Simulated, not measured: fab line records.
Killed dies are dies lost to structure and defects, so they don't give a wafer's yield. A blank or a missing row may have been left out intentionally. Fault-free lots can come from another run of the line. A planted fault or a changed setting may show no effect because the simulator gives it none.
Struck lot and sound lot, side by side / flow sky130 / 25 steps out of a route of 708
Sound: the wafers L344.1, L344.2, L344.6. The struck wafers were L349.2, L349.4, L349.5. The cause comes at the end.
At each step with rows: each side's tool, then ch and its chambers, then its first start. Under that, the readings that differ: sound wafers / struck wafers / difference of the means / sigmas: that difference in standard deviations of wafers without a fault.
alike: a reading whose means differ by less than 2 such deviations, as well as words and numbers matching on both sides. not compared: withheld readings; readings where some wafer has no value; bounds like >300 that might hide an equal value; numbers whose values overlap and for which the record gives no deviation.
The two part at a step that has a row with sigmas, a row that says differs or no value, or rows on one side only. Numbers that have no deviation but don't overlap get no sigmas and don't part them. A reading missing from all wafers of one side parts the sides only when that side holds two or more wafers.

first, 10 steps without rows for these wafers: SKY_SONOS_ONO_COAT_08 (resist thk 1140 nm); SKY_SONOS_ONO_SOFTBAKE_09 (time 60 s); SKY_SONOS_ONO_EXPOSE_10 (exposes mask ONOM, target cd 410 nm); SKY_SONOS_ONO_PEB_11; SKY_SONOS_ONO_DEVELOP_12 (develop time 60 s); SKY_SONOS_ONO_ETCH_15 (etches the open film in CHF3/O2, target depth 19.52 nm, time 7.8 s); SKY_SONOS_ONO_WET_ETCH_16 (etches SiO2 in dHF, target depth 14 nm, time 280 s); SKY_SONOS_ONO_STRIP_17 (strips in O2/N2); SKY_SONOS_ONO_WET_ETCH_18 (etches Si3N4 in H3PO4, target depth 15 nm, time 172 s); SKY_GATE_OXIDE_CLEAN_00 (cleans in SC1/SC2, time 150 s).
SKY_GATE_OXIDE_OXIDATION_01: stabilise 600 s, purge 300 s, target thk 10.268 nm.
  sound on furnace-02 ch 0, day 14 13:34; struck on furnace-02 ch 0, day 16 14:39
reading=spike-tc-bottom-C (C); sound=914 917 916; struck=904 904 903; difference=-12; sigmas=-3
reading=spike-tc-centre-C (C); sound=899.2 898.8 898.7; struck=887.3 886.4 887.7; difference=-11.8; sigmas=-11
reading=spike-tc-lower-C (C); sound=899.7 898.5 900.5; struck=887.8 885.5 887.1; difference=-12.8; sigmas=-9
reading=spike-tc-top-C (C); sound=912 911 913; struck=899 900 899; difference=-13; sigmas=-4
reading=spike-tc-upper-C (C); sound=899.4 900.3 897.7; struck=886.3 888.0 887.8; difference=-11.8; sigmas=-11
reading=tube-center-temp-C (C); sound=899.92 899.98 900.02; struck=888.25 888.19 888.2; difference=-11.76; sigmas=-99 or more
reading=tube_center_temp_C_max; sound=901.9 902.8 902.1; struck=890.3 890.8 890.8; difference=-11.6; sigmas=-30
reading=model.SiO2_of_GATE_OXIDE_OXIDATION_01.thk-nm (nm); sound=10.27 10.3 10.33; struck=8.774 8.748 8.84; difference=-1.513; sigmas=
SKY_GATE_OXIDE_THK_MEAS_02:
  struck on film-metro-03, day 16 16:18; sound on film-metro-04, day 14 14:58
reading=GATE_OXIDE_OXIDATION_00_THK (nm); sound=10.28 10.27 10.33; struck=8.77 8.75 8.85; difference=-1.50; sigmas=-7
  not compared: hold
then, 9 steps without rows for these wafers: SKY_GATE_OXIDE_HMDS_04 (prime time 60 s); SKY_GATE_OXIDE_COAT_05 (resist thk 1140 nm); SKY_GATE_OXIDE_SOFTBAKE_06 (time 60 s); SKY_GATE_OXIDE_EXPOSE_07 (exposes mask LVOM, target cd 600 nm); SKY_GATE_OXIDE_PEB_08; SKY_GATE_OXIDE_DEVELOP_09 (develop time 60 s); SKY_GATE_OXIDE_IMPLANT_11; SKY_GATE_OXIDE_WET_ETCH_12 (etches SiO2 in dHF, target depth 16.8 nm, time 336 s); SKY_GATE_OXIDE_STRIP_13 (strips in O2/N2).
SKY_GATE_OXIDE_TW_MEAS_14:
  struck on film-metro-04, day 17 21:14; sound on film-metro-01, day 15 17:31
  alike: GATE_OXIDE_TW
  not compared: hold
SKY_GATE_OXIDE_OXIDATION_16: stabilise 600 s, purge 300 s, target thk 3.57 nm.
  sound on furnace-01 ch 0, day 15 18:54; struck on furnace-01 ch 0, day 18 01:06
reading=model.SiO2_of_GATE_OXIDE_OXIDATION_01.thk-nm (nm); sound=11.61 11.65 11.64; struck=10.18 10.15 10.24; difference=-1.44; sigmas=
  alike: spike-tc-bottom-C, spike-tc-centre-C, spike-tc-lower-C, spike-tc-top-C, spike-tc-upper-C, tube-center-temp-C, tube_center_temp_C_max
then, 1 step without rows for these wafers: SKY_POLY_GATE_CVD_00 (deposits poly-Si, target thk 180 nm, time 720 s).
-- a jump in the record: the struck wafers' starts before and after are 31 days apart (it breaks off in module POLY_GATE and resumes in module PAD_OPEN, where the first step shown is number 708 of the route) --
SKY_PAD_OPEN_PROBE_99:
  struck on prober-01, day 48 17:32; sound on prober-01, day 47 05:29
reading=model.etest.nfet_16v.r-on-ohm-um; sound=1.396e+04 1.399e+04 1.409e+04; struck=1.338e+04 1.339e+04 1.334e+04; difference=-6.433e+02; sigmas=
reading=model.etest.pfet-g5v0d10v5.r-on-ohm-um; sound=4778 4686 4767; struck=4405 4415 4445; difference=-322; sigmas=
reading=model.etest.tip-sonos.rs-ohm-sq; sound=2668 2650 2663; struck=2433 2433 2425; difference=-230; sigmas=
reading=model.etest.nfet-g5v0d10v5.r-on-ohm-um; sound=1873 1866 1871; struck=1768 1764 1769; difference=-103; sigmas=
reading=model.etest.nfet-g5v0d10v5.drive-ua-um; sound=604.5 608.2 608; struck=684.6 683.9 679.9; difference=+75.9; sigmas=
reading=model.etest.nfet_05v0_nvt.drive-ua-um; sound=568.5 577.6 570; struck=644.2 639.8 644.3; difference=+70.7; sigmas=
reading=model.etest.pfet-g5v0d10v5.drive-ua-um; sound=340.3 345.7 339.4; struck=376.6 377.9 373.7; difference=+34.3; sigmas=
reading=model.etest.nfet_16v.drive-ua-um; sound=221.8 220.2 221.3; struck=250 248.5 249; difference=+28; sigmas=
  alike: killed_at_M0_to_M3, killed_at_M4_up, killed-at-contacts, killed-at-front-end, killed-at-other, killed-dies, killed-open, killed-short

## WHERE THEY PART
Earliest at SKY_GATE_OXIDE_OXIDATION_01; latest, in this record, at SKY_GATE_OXIDE_THK_MEAS_02. Later steps at which nothing parts them and some readings are alike: SKY_GATE_OXIDE_TW_MEAS_14, SKY_GATE_OXIDE_OXIDATION_16, SKY_PAD_OPEN_PROBE_99.

WHY: what had been put in by the simulator
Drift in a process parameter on furnace-02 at SKY_GATE_OXIDE_OXIDATION_01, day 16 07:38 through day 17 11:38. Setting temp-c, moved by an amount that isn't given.
